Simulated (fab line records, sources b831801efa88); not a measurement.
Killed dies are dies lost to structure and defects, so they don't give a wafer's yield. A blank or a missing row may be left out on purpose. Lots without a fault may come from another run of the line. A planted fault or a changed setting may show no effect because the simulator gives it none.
A struck lot beside a sound one | flow gf180mcu | 19 steps out of a route of 602
Sound: wafers L973.4, L973.5, L973.6. Struck: wafers L961.1, L961.3, L961.4. The cause comes at the end.
At each step with rows: each side's tool, then ch and its chambers, then its first start. Under that, the readings that differ: sound wafers | struck wafers | difference of the means | sigmas: that difference in standard deviations of wafers without a fault.
alike: readings whose means differ by less than 2 such deviations, and words and numbers that are the same on both sides. not compared: withheld readings, readings that some wafer has no value for, bounds like >300 that may hide the same value, and numbers for which the record gives no deviation and whose values overlap.
The two part at a step that has a row with sigmas, a row that says differs or no value, or rows on one side only. Numbers that don't overlap but have no deviation are shown without sigmas and don't part them. A reading that every wafer of one side lacks parts them only if that side has two wafers or more.

first, 1 step without rows for these wafers: GF_STI_CVD_23 (deposits SiO2, target thk 650 nm, time 108.3 s).
GF_STI_THK_MEAS_24:
  sound on film_metro-03, day 5 13:35; struck on film_metro-03, day 3 00:21
  alike: STI_CVD_23_THK
GF_STI_CMP_25: polishes, stops on Si3N4, t overpolish 33 s, target thk 524.6 nm.
  sound on cmp-02 ch 0,1, day 5 13:37; struck on cmp-02 ch 0,1,3, day 3 00:25
  reading                | sound       | struck      | difference | sigmas
  time_to_endpoint_s (s) | 130 128 137 | 121 124 120 | -10        | -2
  alike: motor_current_A, overpolish_run_s
then, 4 steps without rows for these wafers: GF_STI_WET_ETCH_26 (etches SiO2 in dHF, target depth 94 nm, time 188 s); GF_STI_WET_ETCH_27 (etches Si3N4 in H3PO4, target depth 160 nm, time 1825 s); GF_STI_WET_ETCH_28 (etches SiO2 in dHF, target depth 20 nm, time 40 s); GF_STI_OXIDATION_29 (stabilise 600 s, purge 300 s, target thk 10 nm).
GF_STI_THK_MEAS_30:
  sound on film_metro-02, day 5 16:54; struck on film_metro-01, day 3 02:42
  alike: STI_OXIDATION_02_THK
then, 4 steps without rows for these wafers: GF_DNWELL_DEHYDRATE_00 (time 60 s); GF_DNWELL_HMDS_01 (prime time 60 s); GF_DNWELL_COAT_02 (resist thk 3000 nm); GF_DNWELL_SOFTBAKE_03.
GF_DNWELL_EXPOSE_04: exposes mask DNWELL, target cd 1700 nm.
  sound on iline_stepper-02 ch 0, day 6 00:31; struck on iline_stepper-01, day 3 09:31
  no value came back on the struck wafers for exposure_dose_mJ_cm2, focus_offset_nm (nm), stage_vel_mm_s (mm/s); on the sound wafers exposure_dose_mJ_cm2 reads 259.98 259.52 260.04
  alike: mask
then, 3 steps without rows for these wafers: GF_DNWELL_PEB_05; GF_DNWELL_DEVELOP_06 (develop time 60 s); GF_DNWELL_IMPLANT_07.
GF_DNWELL_STRIP_08: strips in O2/N2.
  sound on plasma_asher-01 ch 0,1, day 6 06:58; struck on plasma_asher-01 ch 0,1, day 3 16:04
  reading                      | sound             | struck            | difference | sigmas
  strip_time_to_endpoint_s (s) | 37.06 37.06 37.04 | 37.29 37.28 37.28 | +0.23      | +2
  alike: drypump_motor_current_A, heater_power_w, oes_product_au
  not compared: rf_hours_counter_h
GF_DNWELL_TW_MEAS_09:
  sound on film_metro-01, day 6 07:04; struck on film_metro-04, day 3 16:10
  reading   | sound          | struck   | difference | sigmas
  DNWELL_TW | 1334 1344 1329 | 31 31 31 | -1305      | -99 or more
then, 1 step without rows for these wafers: GF_NWELL_DEHYDRATE_00 (time 60 s).

WHERE THEY PART
First at GF_STI_CMP_25; last, within this record, at GF_DNWELL_TW_MEAS_09.

WHY: what the simulator had put in
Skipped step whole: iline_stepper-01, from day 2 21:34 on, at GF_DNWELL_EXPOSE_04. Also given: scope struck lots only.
